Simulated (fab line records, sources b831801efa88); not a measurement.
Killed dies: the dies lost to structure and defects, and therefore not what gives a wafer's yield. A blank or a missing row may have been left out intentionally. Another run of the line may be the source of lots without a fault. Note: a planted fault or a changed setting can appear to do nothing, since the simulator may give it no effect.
Which tool did it? ; flow gf180mcu ; 45 wafers from 15 lots sampled at 3 of the route's 602 steps

## WHAT EACH GAUGE READ, for each wafer
GF_V2_THK_MEAS_01.
lot;measured;on;V2_CVD_00_THK (nm)
L937;day 19 04:25;filmMetro-04;605 601 596
L938;day 19 11:41;filmMetro-01;603 602 604
L939;day 19 22:46;filmMetro-04;608 602 607
L941;day 20 18:22;filmMetro-01;600 596 597
L942;day 21 07:20;filmMetro-04;596 602 597
L943;day 21 13:30;filmMetro-03;607 617 605
L948;day 23 12:49;filmMetro-03;603 611 603
L951;day 24 12:23;filmMetro-01;600 593 598
L952;day 24 16:55;filmMetro-03;606 611 603
L953;day 24 23:37;filmMetro-01;610 617 608
L954;day 25 10:14;filmMetro-01;608 608 608
L955;day 25 18:49;filmMetro-04;604 606 605
L956;day 25 23:59;filmMetro-04;592 602 599
L958;day 26 09:36;filmMetro-01;599 605 603
L960;day 27 02:41;filmMetro-01;599 603 590

## WHICH TOOL RAN EACH LOT (tool, then ch and the chambers of the sampled wafers, then the start)
lot;GF_V1_CMP_26;GF_M2_SPUTTER_01
L937;cmp-02 ch 0,1,3, day 18 03:32;pvdSputter-02, day 18 03:53
L938;cmp-01 ch 1,2,3, day 18 09:26;pvdSputter-01, day 18 09:47
L939;cmp-01 ch 0,1,3, day 18 20:20;pvdSputter-02, day 18 20:35
L941;cmp-02 ch 2,3, day 19 17:49;pvdSputter-03, day 19 18:10
L942;cmp-02 ch 0,3, day 20 06:14;pvdSputter-01, day 20 06:38
L943;cmp-02 ch 0,1,3, day 20 12:38;pvdSputter-01, day 20 12:59
L948;cmp-02 ch 0,3, day 22 11:58;pvdSputter-01, day 22 12:22
L951;cmp-02 ch 0,1,3, day 23 13:04;pvdSputter-03, day 23 13:19
L952;cmp-02 ch 0,3, day 23 17:42;pvdSputter-01, day 23 18:06
L953;cmp-02 ch 1,2,3, day 24 00:36;pvdSputter-02, day 24 01:00
L954;cmp-01 ch 0,2, day 24 10:53;pvdSputter-01, day 24 11:17
L955;cmp-02 ch 1,2,3, day 24 20:14;pvdSputter-02, day 24 20:32
L956;cmp-01 ch 1,2, day 25 01:41;pvdSputter-02, day 25 02:05
L958;cmp-02 ch 0,1,2, day 25 11:26;pvdSputter-03, day 25 11:50
L960;cmp-02 ch 0,2,3, day 26 04:11;pvdSputter-02, day 26 04:32
- GF_V1_CMP_26: polishes, stops on SiO2, t overpolish 15 s, target thk 0 nm.
- GF_M2_SPUTTER_01: material TiN, target thk 30 nm, time 25 s.

## WHAT THE TOOLS THEMSELVES READ (means of the sampled wafers that have a number; where no wafer has one, the mark that the record gives instead)
GF_V1_CMP_26.
lot;tool;edgeZonePressureFrac;motorCurrentA (A);overpolishRunS (s);timeToEndpointS (s)
L937;cmp-02;1.002;11.0;15.000;80
L938;cmp-01;0.995;10.9;14.995;86
L939;cmp-01;1.003;11.0;15.001;82
L941;cmp-02;0.999;10.3;14.995;86
L942;cmp-02;1.000;10.9;14.994;82
L943;cmp-02;1.000;10.9;14.993;87
L948;cmp-02;1.001;11.2;15.008;82
L951;cmp-02;0.998;11.2;14.998;80
L952;cmp-02;1.003;11.2;15.002;81
L953;cmp-02;1.002;11.0;14.996;86
L954;cmp-01;1.002;11.2;15.003;79
L955;cmp-02;0.998;10.9;15.003;83
L956;cmp-01;0.998;11.1;14.998;78
L958;cmp-02;0.999;11.1;14.994;82
L960;cmp-02;0.999;10.7;14.994;82

GF_M2_SPUTTER_01.
lot;tool;chamberPressurePa (Pa);throttleValvePct (%)
L937;pvdSputter-02;0.3998;30.1
L938;pvdSputter-01;0.4002;29.1
L939;pvdSputter-02;0.3994;29.7
L941;pvdSputter-03;0.3997;29.3
L942;pvdSputter-01;0.4001;29.7
L943;pvdSputter-01;0.3998;29.8
L948;pvdSputter-01;0.3993;29.1
L951;pvdSputter-03;0.4008;29.3
L952;pvdSputter-01;0.4003;29.8
L953;pvdSputter-02;0.3998;29.9
L954;pvdSputter-01;0.4002;29.3
L955;pvdSputter-02;0.4003;29.6
L956;pvdSputter-02;0.3989;29.6
L958;pvdSputter-03;0.3995;29.8
L960;pvdSputter-02;0.4003;29.6

## THE ANSWER, worked out from the rows above alone
Rule: what is usual is taken from the lots themselves. The widest of any qualifying gaps counts: lots, ordered by their means at a reading, are off when they make up no more than a third of the lots, leave a main group of 4 or more, and stand apart from it by 3 or more times the standard deviation of that group's means. Not used: any main group whose means are identical at the precision the tables above print for the reading. A lot without any number at a reading at which 4 lots or more have one is off too. All remaining lots with rows at the step are treated as sound. First the gauges in route order, then the tools' own readings, where a lot's mean is used as printed above. At the first step where some lot is off, the reading lying furthest off is the one used; lots without a number count as furthest.
Nothing can be told from this: no lot is off at any reading shown.

## WHAT HAD BEEN PUT IN BY THE SIMULATOR
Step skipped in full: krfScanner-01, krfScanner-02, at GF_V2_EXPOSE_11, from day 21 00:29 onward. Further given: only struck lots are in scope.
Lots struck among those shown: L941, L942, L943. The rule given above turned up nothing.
